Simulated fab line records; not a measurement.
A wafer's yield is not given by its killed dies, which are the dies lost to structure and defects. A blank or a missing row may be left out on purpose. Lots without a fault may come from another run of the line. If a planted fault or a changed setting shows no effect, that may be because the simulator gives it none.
Which tool was responsible? -- flow sky130 -- 33 wafers from 11 lots sampled at 4 of the route's 708 steps

WHAT THE GAUGES READ, wafer by wafer
SKY_CAPM_THK_MEAS_01.
lot,measured,on,CAPM_CVD_00_THK (nm)
L879,day 37 12:54,film metro-03,15.20 15.59 15.84
L880,day 37 21:50,film metro-01,15.75 15.76 15.77
L881,day 38 19:31,film metro-04,15.05 14.92 15.23
L884,day 39 04:37,film metro-01,15.91 15.70 15.46
L885,day 39 18:04,film metro-03,15.21 15.09 15.24
L886,day 39 20:18,film metro-04,15.45 15.81 15.98
L889,day 40 21:14,film metro-01,15.21 8.79 8.61
L888,day 40 23:06,film metro-04,15.70 15.89 15.91
L890,day 41 03:22,film metro-03,15.29 15.61 15.74
L891,day 41 21:38,film metro-03,15.41 8.56 8.83
L899,day 43 04:02,film metro-03,15.41 15.55 15.71

TOOL THAT RAN EACH LOT (tool first, then ch and the chambers of the sampled wafers, then the start)
lot,SKY_METAL2_ETCH_18,SKY_METAL3_SPUTTER_01,SKY_CAPM_CVD_00
L879,"rie metal-03 ch 0,1, day 36 08:08","pvd sputter-03, day 37 12:44","pecvd-04 ch 0,2, day 37 12:52"
L880,"rie metal-04 ch 0,1, day 36 16:04","pvd sputter-03, day 37 21:41","pecvd-03 ch 0,1,2, day 37 21:49"
L881,"rie metal-04 ch 0,1, day 37 14:42","pvd sputter-01, day 38 19:20","pecvd-04 ch 1,2, day 38 19:29"
L884,"rie metal-02 ch 1, day 37 21:23","pvd sputter-03, day 39 04:28","pecvd-03 ch 0,1,2, day 39 04:35"
L885,"rie metal-02 ch 1, day 38 14:08","pvd sputter-01, day 39 17:55","pecvd-04 ch 0,1, day 39 18:02"
L886,"rie metal-04 ch 0,1, day 38 16:51","pvd sputter-01, day 39 20:08","pecvd-03 ch 0,1,2, day 39 20:16"
L889,"rie metal-02 ch 0,1, day 39 17:14","pvd sputter-01, day 40 21:04","pecvd-04 ch 0,1, day 40 21:12"
L888,"rie metal-02 ch 0,1, day 39 19:26","pvd sputter-03, day 40 22:56","pecvd-03 ch 0,1, day 40 23:04"
L890,"rie metal-04 ch 0,1, day 40 00:02","pvd sputter-01, day 41 03:13","pecvd-03 ch 0,1, day 41 03:20"
L891,"rie metal-02 ch 0,1, day 40 18:16","pvd sputter-02, day 41 21:29","pecvd-04 ch 0,1, day 41 21:37"
L899,"rie metal-03 ch 0,1, day 42 01:49","pvd sputter-02, day 43 03:52","pecvd-03 ch 0,1, day 43 04:00"
- SKY_METAL2_ETCH_18: etches BARC in N2/H2, stops on SiO2, time 45.9 s, target depth 60 nm.
- SKY_METAL3_SPUTTER_01: material TiN, target thk 20 nm, time 16.7 s.
- SKY_CAPM_CVD_00: deposits SiO2, target thk 15.5 nm.

AS READ BY THE TOOLS THEMSELVES (means over the sampled wafers that have a number; for cases with no such wafer, the mark the record gives instead)
SKY_METAL2_ETCH_18.
lot,tool,drypump motor current A (A),h2 flow sccm (sccm),oes product au (a.u.),throttle valve pct (%)
L879,rie metal-03,5.9,199.8,0.858,13.235
L880,rie metal-04,6.0,200.7,0.868,13.235
L881,rie metal-04,5.5,199.8,0.856,13.226
L884,rie metal-02,5.9,199.8,0.862,13.218
L885,rie metal-02,5.9,199.9,0.864,13.226
L886,rie metal-04,5.5,200.2,0.863,13.216
L889,rie metal-02,6.0,200.3,0.856,13.225
L888,rie metal-02,6.1,199.8,0.861,13.218
L890,rie metal-04,6.0,199.2,0.863,13.217
L891,rie metal-02,6.1,200.6,0.860,13.221
L899,rie metal-03,5.9,199.5,0.855,13.224

SKY_METAL3_SPUTTER_01.
lot,tool,throttle valve pct (%)
L879,pvd sputter-03,30.1
L880,pvd sputter-03,29.3
L881,pvd sputter-01,30.7
L884,pvd sputter-03,29.4
L885,pvd sputter-01,30.6
L886,pvd sputter-01,29.8
L889,pvd sputter-01,30.3
L888,pvd sputter-03,28.7
L890,pvd sputter-01,29.7
L891,pvd sputter-02,29.7
L899,pvd sputter-02,29.8

SKY_CAPM_CVD_00.
lot,tool,heater power outer w (W),heater power w (W)
L879,pecvd-04,464,829
L880,pecvd-03,326,597
L881,pecvd-04,502,824
L884,pecvd-03,335,613
L885,pecvd-04,481,841
L886,pecvd-03,343,626
L889,pecvd-04,452,795
L888,pecvd-03,353,622
L890,pecvd-03,392,680
L891,pecvd-04,461,816
L899,pecvd-03,338,602

THE ANSWER, worked out from the rows above alone
Rule: what is usual is taken from the lots themselves. Put in order of their means at a reading, lots are off if they are a third of the lots or fewer, leave a main group of 4 or more, and stand apart from it by a gap of 3 or more times the standard deviation of the main group's means; of several such gaps the widest counts. A main group whose means are all the same, to the digits that the tables above print for the reading, isn't used. A lot without any number at a reading at which 4 lots or more have one is off too. Where the step has rows for the other lots, those lots are counted as sound. The gauges are gone through in route order, then the tools' own readings, and for those a lot's mean is taken as printed above. The first step at which some lot is off is used, and at that step the reading that is off furthest; a lot without a number counts as furthest.
Off: L889, L891, at SKY_CAPM_THK_MEAS_01 (CAPM_CVD_00_THK). The main group has a mean of 15.55 nm with a standard deviation of 0.25.
If a tool, at a process step before that reading, ran all the lots that are off and no sound lot after the first of them, it fits. Gauges at SKY_CAPM_THK_MEAS_01: tried the same way as those tools. One fits: SKY_CAPM_CVD_00 on pecvd-04. Its last sound lot is L885 (day 39 18:02), its first lot that is off L889 (day 40 21:12): a fault that began between those two fits.

WHAT THE SIMULATOR HAD INSERTED
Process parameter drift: pecvd-04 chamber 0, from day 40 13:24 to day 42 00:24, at SKY_CAPM_CVD_00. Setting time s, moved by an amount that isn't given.
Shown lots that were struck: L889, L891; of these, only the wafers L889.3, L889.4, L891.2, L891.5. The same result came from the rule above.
